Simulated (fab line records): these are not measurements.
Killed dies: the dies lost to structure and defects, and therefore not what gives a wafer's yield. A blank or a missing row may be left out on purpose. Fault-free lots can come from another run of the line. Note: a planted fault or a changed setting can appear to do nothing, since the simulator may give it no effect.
Which tool was responsible?    flow sky130    14 lots, 42 wafers sampled, at 2 steps of a route of 708

== WHAT THE GAUGES SHOWED, per wafer ==
SKY_LOCAL_INTERCONNECT_OVL_MEAS_12.
lot   measured      on          LOCAL_INTERCONNECT_OVL (nm)
L447  day 30 15:39  overlay-01  0 2 3
L448  day 30 16:58  overlay-01  -6 -4 -2
L450  day 31 11:51  overlay-01  0 -5 -8
L454  day 33 18:19  overlay-01  -2 -3 -10
L453  day 33 20:39  overlay-01  -3 -3 0
L456  day 33 21:10  overlay-01  -2 -4 2
L455  day 33 22:01  overlay-01  8 9 4
L458  day 34 10:22  overlay-01  -2 1 5
L459  day 34 15:03  overlay-01  4 -2 -9
L460  day 34 20:45  overlay-02  6 7 3
L464  day 35 22:24  overlay-02  5 -2 -2
L466  day 36 19:51  overlay-01  -1 3 5
L468  day 36 23:46  overlay-01  -1 -1 2
L469  day 37 11:55  overlay-02  -7 -5 1

SKY_CONTACT_BOW_MEAS_05.
lot   measured      on             CONTACT_BOW (um)
L447  day 30 17:02  film_metro-01  81 88 63
L448  day 30 18:18  film_metro-03  76 97 75
L450  day 31 13:07  film_metro-03  81 81 84
L454  day 33 19:46  film_metro-03  85 78 82
L453  day 33 21:59  film_metro-03  78 89 86
L456  day 33 22:38  film_metro-02  79 93 80
L455  day 33 23:17  film_metro-03  87 89 85
L458  day 34 11:40  film_metro-02  82 90 76
L459  day 34 16:19  film_metro-01  82 84 86
L460  day 34 22:01  film_metro-01  83 80 68
L464  day 35 23:41  film_metro-02  87 86 73
L466  day 36 21:09  film_metro-02  86 78 82
L468  day 37 01:10  film_metro-03  86 74 77
L469  day 37 13:19  film_metro-02  84 74 76

== WHAT TOOL EACH LOT RAN ON (gives the tool, then ch and the chambers of the sampled wafers, and finally the start) ==
There is no process step in the record ahead of these readings.

== WHAT THE TOOLS THEMSELVES READ (means of the sampled wafers that have a number; where no wafer has one, the mark that the record gives instead) ==
The record holds no such reading with a usual standard deviation.

== THE ANSWER, worked out from the rows above alone ==
Rule: usual is defined by the lots themselves. The widest of any qualifying gaps counts: lots, ordered by their means at a reading, are off when they make up no more than a third of the lots, leave a main group of 4 or more, and stand apart from it by 3 or more times the standard deviation of that group's means. If all means in a main group match to the digits the tables above print for the reading, that group is not used. Also off: a lot with no number at a reading for which 4 or more lots have one. The other lots that the step has rows for count as sound. Order of review: gauges by route order, followed by the tools' own readings, for which a lot's mean as printed above is used. The first step at which some lot is off is used, and at that step the reading that is off furthest; a lot without a number counts as furthest.
None of the lots is off at any reading shown; this tells nothing.

== WHAT THE SIMULATOR HAD INSERTED ==
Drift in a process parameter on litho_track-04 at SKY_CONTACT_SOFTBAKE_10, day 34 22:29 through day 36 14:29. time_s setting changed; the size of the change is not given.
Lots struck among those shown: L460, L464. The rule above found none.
